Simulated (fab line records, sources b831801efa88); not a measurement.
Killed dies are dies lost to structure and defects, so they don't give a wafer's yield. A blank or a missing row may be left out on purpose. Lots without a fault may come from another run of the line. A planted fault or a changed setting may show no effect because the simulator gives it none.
fab line records | flow sfq_line
record lots=14 wafers=42 last_day=78
route steps=325 shown R5@225
lots that met no fault: from a run of the same line without faults
start_h: hours from the record's first day to the start of the lot's first wafer shown | wait_h: hours since the lot's step before | " the same as in the row above | L1.1+2: a row that stands for several wafers | - no value, or no start given | * or withheld: withheld | < > ~ a bound
route shown NAME@n: a module of which the file shows steps, and the number in the route of the first | usual: mean/standard deviation of fault-free wafers | same: alike in all rows | chamber/n: place in a boat | sites: the reading at each site | _std_site: their standard deviation | _edge_site: outer sites' mean less inner sites' | radius_mm: how far each site lies from the wafer's centre | mask NAME#n: copy n | behind: the tool/chamber that last shaped the wafer | hold: why the lot was held/for how many hours/how that ended | device: the transistor (n, p or np) that didn't switch | end of line: the same wafers' tests at the end of the route | a step without rows: its recipe alone | killed: dies lost to structure and defects at the first sort, not the wafer's yield | map: a wafer's dies, x killed, . not, _ none there
set.NAME: the setting as run; set.NAME@STEP: as run at that earlier step | model.NAME: the simulator's own value behind a step, which no gauge read
steps of the route over a sample of lots; a table a step, a row a wafer
services: from which hour (start_h, from the record's first day; less than 0 if before it) a tool's chamber was out of use, for how many hours, and why
## steps
# step SFQ_TRILAYER_R5_ETCH_METAL_ETCH_139
# recipe stop_on=SiO2 mask_material=PR chemistry=Cl2 target_depth_nm=60 icp_w=600 bias_w=80 pressure_mtorr=10 time_s=40
# usual drypump_motor_current_A=6.01/0.27 oes_product_au=0.986/0.009 rf_fwd_power_W=594/3
# columns lot.wafer tool chamber start_h wait_h drypump_motor_current_A oes_product_au rf_fwd_power_W rf_hours_counter_h
L300.1 rie_metal-04 1 1179.66 0.0 6.08 0.973 596 60
L300.2 " 0 " " 5.85 0.981 592 29
L300.6 " 0 " " 5.82 0.984 593 -
L301.2 rie_metal-01 1 1191.66 0.0 6.33 0.983 594 11
L301.3 " 1 " " 6.30 0.995 596 -
L301.6 " 0 " " 6.20 0.987 599 -
L302.2 rie_metal-02 0 1201.36 0.0 5.57 0.994 591 124
L302.3 " 0 " " 5.58 0.986 591 -
L302.6 " 0 " " 5.57 0.989 592 -
L303.1 rie_metal-01 0 1208.56 0.0 6.20 0.979 595 37
L303.2 " 1 " " 6.33 0.999 595 14
L303.3 " 1 " " 6.34 0.998 598 -
L304.3 rie_metal-02 1 1233.58 0.0 5.80 0.995 590 -
L304.5 " 0 " " 5.58 0.988 592 -
L304.6 " 1 " " 5.80 0.992 591 -
L306.1 rie_metal-02 1 1255.16 0.0 5.78 0.995 590 45
L306.4 " 1 " " 5.78 0.997 592 -
L306.5 " 0 " " 5.58 0.987 588 -
L309.1 rie_metal-01 0 1287.11 0.0 6.21 0.985 595 51
L309.2 " 1 " " 6.38 0.987 594 29
L309.6 " 1 " " 6.34 0.986 595 -
L311.1 rie_metal-04 0 1300.34 0.0 5.85 0.985 592 52
L311.3 " 1 " " 6.08 0.967 599 -
L311.5 " 1 " " 6.08 0.966 598 -
L313.2 rie_metal-01 0 1307.51 0.0 6.19 0.993 594 55
L313.4 " 1 " " 6.27 0.979 597 -
L313.6 " 0 " " 6.19 0.983 595 -
L314.1 rie_metal-02 1 1313.51 0.0 5.77 0.989 588 57
L314.3 " 0 " " 5.59 0.985 586 -
L314.4 " 1 " " 5.81 0.991 587 -
L315.3 rie_metal-04 0 1326.73 0.0 5.81 0.983 595 -
L315.4 " 1 " " 6.09 0.985 592 -
L315.6 " 0 " " 5.82 0.983 595 -
L320.1 rie_metal-01 0 1357.46 0.0 6.19 0.986 595 64
L320.3 " 1 " " 6.31 0.983 598 -
L320.4 " 0 " " 6.20 0.987 594 -
L322.3 rie_metal-01 0 1363.48 0.0 6.19 0.928 592 -
L322.4 " 1 " " 6.32 0.990 596 -
L322.6 " 1 " " 6.36 0.922 596 -
L323.3 rie_metal-01 1 1371.98 0.0 6.35 0.923 594 -
L323.4 " 0 " " 6.20 0.990 594 -
L323.6 " 0 " " 6.20 0.905 593 -
## services
# columns tool chamber start_h hours kind
rie_metal-02 - 1162.14 0.8 repair
rie_metal-02 - 1173.36 0.6 repair
rie_metal-01 - 1229.24 0.1 repair
rie_metal-01 0 1229.78 2.9 repair
rie_metal-04 1 1253.12 11.3 repair
rie_metal-02 0 1338.55 10.3 repair
rie_metal-01 0 1364.50 4.8 repair
## key
first_sign step=SFQ_TRILAYER_R5_ETCH_METAL_ETCH_139 reading=oes_product_au direction=down sigmas=7.4 usual=0.986 struck=0.920
effect none on later readings
met_at SFQ_TRILAYER_R5_ETCH_METAL_ETCH_139
struck_lots L322,L323
struck_wafers L322.3,L322.6,L323.3,L323.6
onset_between 1357.46 1363.48
fault kind=process_parameter_drift tool=rie_metal-01 chamber=- onset_h=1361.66 steps=SFQ_TRILAYER_R5_ETCH_METAL_ETCH_139 channel=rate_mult offset=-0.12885 shape=step end_h=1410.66 scope=struck_wafers_only
